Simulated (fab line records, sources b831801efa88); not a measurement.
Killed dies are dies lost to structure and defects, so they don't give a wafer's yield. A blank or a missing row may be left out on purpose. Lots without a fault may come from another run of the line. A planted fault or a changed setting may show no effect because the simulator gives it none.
Chamber matching | flow gf180mcu | GF_MIM_CVD_05 on pecvd-01: 3 sister chambers
The step deposits Si3N4, target thk 42 nm, time 29.086 s. 14 wafers are shown with their chamber, then 7 later ones without.

WAFERS WITH THEIR CHAMBER
wafer  | chamber | heater_power_w (W)
L631.1 | 1       | 781
L631.2 | 2       | 683
L631.4 | 2       | 712
L632.1 | 1       | 739
L632.5 | 1       | 706
L632.6 | 0       | 675
L635.1 | 1       | 795
L635.2 | 0       | 601
L635.3 | 2       | 710
L636.1 | 1       | 757
L636.4 | 2       | 605
L636.5 | 1       | 755
L640.1 | 2       | 691
L640.5 | 1       | 810

SIGNATURES (means of the wafers above)
reading        | chamber 0 | chamber 1 | chamber 2 | scatter within a chamber
heater_power_w | 638.00    | 763.29    | 680.20    | 40.3
Rule: a wafer's distance from a chamber is the root of the sum, over the readings, of the square of ((its reading less the chamber's mean) divided by the reading's scatter). The wafer belongs to the nearest chamber; if the next one is less than 2 further off, it can't be placed. The scatter: the root of (the sum of the squares of (reading less its chamber's mean) over the shown wafers, divided by (wafers less chambers)).

WAFERS WITHOUT THEIR CHAMBER
wafer  | heater_power_w (W)
L640.6 | 688
L643.3 | 784
L643.4 | 615
L643.6 | 775
L651.1 | 783
L651.5 | 776
L651.6 | 686

WHICH CHAMBER EACH WENT THROUGH
wafer  | from the rows above          | in truth
L640.6 | can't be placed: 2 or 0 or 1 | 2
L643.3 | 1                            | 1
L643.4 | can't be placed: 0 or 2      | 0
L643.6 | 1                            | 1
L651.1 | 1                            | 1
L651.5 | 1                            | 1
L651.6 | can't be placed: 2 or 0 or 1 | 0
Placed correctly: 4 of 7. Can't be placed from these rows: 3 (the true chamber is among the candidates in 3). Placed wrongly: 0.
